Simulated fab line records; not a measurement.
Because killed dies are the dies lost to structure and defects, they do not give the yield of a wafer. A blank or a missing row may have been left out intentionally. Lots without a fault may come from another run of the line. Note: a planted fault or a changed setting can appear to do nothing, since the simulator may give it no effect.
What tool caused it?	flow gf180mcu	6 lots with 18 wafers sampled at 3 steps, on a route of 602 steps

== WHAT EACH GAUGE READ, for each wafer ==
GF_VT_IMPLANT_RS_MEAS_47: a four-point-probe measurement.
lot	measured	on	NWELL_RS (ohm/sq)
L847	day 7 21:53	film-metro-03	488.5 487.7 488.0
L849	day 8 13:41	film-metro-01	487.0 489.2 486.3
L853	day 9 15:08	film-metro-01	488.3 486.8 488.5
L855	day 10 04:36	film-metro-02	521.4 520.8 522.1
L858	day 10 22:55	film-metro-01	489.0 488.8 489.6
L867	day 13 12:39	film-metro-02	488.0 489.8 487.9

== WHICH TOOL RAN EACH LOT (tool, then ch and the chambers of the sampled wafers, then the start) ==
lot	GF_STI_STRIP_15	GF_NWELL_IMPLANT_09
L847	plasma-asher-04 ch 0,1, day 2 08:11	implanter-04 ch 0, day 3 14:29
L849	plasma-asher-04 ch 0,1, day 2 17:16	implanter-03 ch 0, day 4 02:35
L853	plasma-asher-04 ch 0,1, day 3 15:37	implanter-01 ch 0, day 4 23:07
L855	plasma-asher-04 ch 0,1, day 4 01:38	implanter-01 ch 0, day 5 10:15
L858	plasma-asher-02 ch 0,1, day 4 14:58	implanter-03 ch 0, day 6 00:37
L867	plasma-asher-04 ch 0,1, day 6 13:18	implanter-03 ch 0, day 8 03:22
- GF_STI_STRIP_15: strips in O2/N2.
- GF_NWELL_IMPLANT_09

== THE ANSWER, worked out from the rows above alone ==
Rule: usual is defined by the lots themselves. The widest of any qualifying gaps counts: lots, ordered by their means at a reading, are off when they make up no more than a third of the lots, leave a main group of 4 or more, and stand apart from it by 3 or more times the standard deviation of that group's means. A main group is skipped when, at the precision printed for the reading in the tables above, its means are all equal. Also off: a lot with no number at a reading for which 4 or more lots have one. The other lots that the step has rows for count as sound.
Off: L855, seen at GF_VT_IMPLANT_RS_MEAS_47 (NWELL_RS). The main group has a mean of 488.2 ohm/sq with a standard deviation of 0.57.
If a tool, at a process step before that reading, ran all the lots that are off and no sound lot after the first of them, it fits. The gauges at GF_VT_IMPLANT_RS_MEAS_47 are tried like those tools. One candidate fits, namely implanter-01 at GF_NWELL_IMPLANT_09. A fault onset in the window from L853 (day 4 23:07, its last sound lot) to L855 (day 5 10:15, its first lot off) fits.

== WHAT THE SIMULATOR PUT IN ==
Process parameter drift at GF_NWELL_IMPLANT_09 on implanter-01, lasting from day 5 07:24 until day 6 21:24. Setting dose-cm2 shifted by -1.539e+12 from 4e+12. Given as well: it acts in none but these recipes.
Struck lots among those shown: L855. The rule given above showed the same thing.
